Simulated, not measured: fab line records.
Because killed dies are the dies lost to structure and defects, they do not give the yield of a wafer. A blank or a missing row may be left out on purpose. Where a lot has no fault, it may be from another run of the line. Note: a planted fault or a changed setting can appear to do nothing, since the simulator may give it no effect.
Shared-tool check + flow sky130 + Sampled: 15 lots, 45 wafers

== WHY IT WAS OPENED ==
Of 15 lots, 3 have the reading LDD_HVP_TW flagged at SKY_LDD_HVP_TW_MEAS_10. Fault-free wafers read 456.8, with a standard deviation of 2.1.
Rule: a lot is flagged when every wafer of it that has a number lies more than 4 standard deviations from that mean, or none has a number. As for the other lots, they are considered sound.

| lot  | measured     | on            | LDD_HVP_TW, wafer by wafer | flag    |
|------|--------------|---------------|----------------------------|---------|
| L266 | day 21 07:53 | film metro-01 | 453.6 453.3 451.3          |         |
| L267 | day 21 23:10 | film metro-04 | 456.4 461.0 457.9          |         |
| L269 | day 22 19:16 | film metro-02 | 457.5 459.6 458.3          |         |
| L270 | day 23 05:42 | film metro-04 | 451.2 457.8 454.9          |         |
| L271 | day 23 12:47 | film metro-04 | 457.6 457.9 456.4          |         |
| L275 | day 24 20:45 | film metro-04 | 455.4 454.2 456.5          |         |
| L277 | day 25 17:51 | film metro-02 | 456.2 457.2 457.2          |         |
| L279 | day 26 09:50 | film metro-01 | 455.6 456.8 458.1          |         |
| L280 | day 26 16:32 | film metro-04 | 29.8 29.8 30.0             | FLAGGED |
| L281 | day 26 21:39 | film metro-01 | 29.9 30.0 29.7             | FLAGGED |
| L282 | day 27 08:58 | film metro-04 | 29.9 29.9 30.0             | FLAGGED |
| L284 | day 27 20:53 | film metro-04 | 455.7 456.1 458.0          |         |
| L283 | day 27 22:28 | film metro-01 | 459.8 456.2 456.1          |         |
| L286 | day 28 17:53 | film metro-01 | 454.5 455.4 455.4          |         |
| L287 | day 28 20:24 | film metro-02 | 459.9 461.0 462.1          |         |
Averaged over the flagged lots the numbers come to 29.9, -426.9 from the usual (-99 or more standard deviations).

== EACH LOT AND THE TOOL IT RAN ON ==
Before the reading, the record contains 2 process steps out of a 708-step route. In each cell: the tool, then ch and the chambers that the sampled wafers went through, then the start.
| lot  | flag    | SKY_LDD_HVN_STRIP_09                 | SKY_LDD_HVP_STRIP_09                 |
|------|---------|--------------------------------------|--------------------------------------|
| L266 |         | plasma asher-04 ch 1, day 20 00:35   | plasma asher-01 ch 1, day 21 07:47   |
| L267 |         | plasma asher-04 ch 0,1, day 20 12:39 | plasma asher-03 ch 0,1, day 21 23:04 |
| L269 |         | plasma asher-04 ch 0,1, day 21 12:55 | plasma asher-02 ch 0,1, day 22 19:10 |
| L270 |         | plasma asher-03 ch 0,1, day 21 22:29 | plasma asher-01 ch 0,1, day 23 05:36 |
| L271 |         | plasma asher-04 ch 0,1, day 22 06:10 | plasma asher-01 ch 0,1, day 23 12:42 |
| L275 |         | plasma asher-01 ch 0,1, day 23 14:33 | plasma asher-03 ch 0,1, day 24 20:39 |
| L277 |         | plasma asher-04 ch 0,1, day 24 12:22 | plasma asher-01 ch 0,1, day 25 17:46 |
| L279 |         | plasma asher-01 ch 0,1, day 25 04:31 | plasma asher-01 ch 0,1, day 26 09:45 |
| L280 | FLAGGED | plasma asher-04 ch 0,1, day 25 10:35 | plasma asher-02 ch 0,1, day 26 16:26 |
| L281 | FLAGGED | plasma asher-01 ch 0,1, day 25 16:32 | plasma asher-02 ch 0,1, day 26 21:33 |
| L282 | FLAGGED | plasma asher-03 ch 0,1, day 26 03:41 | plasma asher-01 ch 0,1, day 27 08:52 |
| L284 |         | plasma asher-04 ch 0,1, day 26 17:05 | plasma asher-03 ch 0, day 27 20:47   |
| L283 |         | plasma asher-01 ch 0,1, day 26 17:29 | plasma asher-03 ch 0,1, day 27 22:22 |
| L286 |         | plasma asher-03 ch 0,1, day 27 13:01 | plasma asher-03 ch 0,1, day 28 17:47 |
| L287 |         | plasma asher-04 ch 0,1, day 27 15:46 | plasma asher-01 ch 0,1, day 28 20:19 |
What these steps do:
- SKY_LDD_HVN_STRIP_09: strips in O2/N2.
- SKY_LDD_HVP_STRIP_09: strips in O2/N2.
- SKY_LDD_HVP_TW_MEAS_10

== FLAGGED OVER TOTAL, TOOL BY TOOL (the gauges that took the reading come last) ==
| step                   | tool            | lots run | flagged | share of the flagged lots | sound lots run after its first flagged lot |
|------------------------|-----------------|----------|---------|---------------------------|--------------------------------------------|
| SKY_LDD_HVN_STRIP_09   | plasma asher-01 | 4        | 1       | some                      | 1 (L283)                                   |
| SKY_LDD_HVN_STRIP_09   | plasma asher-03 | 3        | 1       | some                      | 1 (L286)                                   |
| SKY_LDD_HVN_STRIP_09   | plasma asher-04 | 8        | 1       | some                      | 2 (L284,L287)                              |
| SKY_LDD_HVP_STRIP_09   | plasma asher-01 | 7        | 1       | some                      | 1 (L287)                                   |
| SKY_LDD_HVP_STRIP_09   | plasma asher-02 | 3        | 2       | some                      | 0                                          |
| SKY_LDD_HVP_STRIP_09   | plasma asher-03 | 5        | 0       | none                      | -                                          |
| SKY_LDD_HVP_TW_MEAS_10 | film metro-01   | 5        | 1       | some                      | 2 (L283,L286)                              |
| SKY_LDD_HVP_TW_MEAS_10 | film metro-02   | 3        | 0       | none                      | -                                          |
| SKY_LDD_HVP_TW_MEAS_10 | film metro-04   | 7        | 2       | some                      | 1 (L284)                                   |

== THE TABLE: WHAT IT ALLOWS ==
No row of the table ran every flagged lot.

== WHAT HAD BEEN PUT IN BY THE SIMULATOR ==
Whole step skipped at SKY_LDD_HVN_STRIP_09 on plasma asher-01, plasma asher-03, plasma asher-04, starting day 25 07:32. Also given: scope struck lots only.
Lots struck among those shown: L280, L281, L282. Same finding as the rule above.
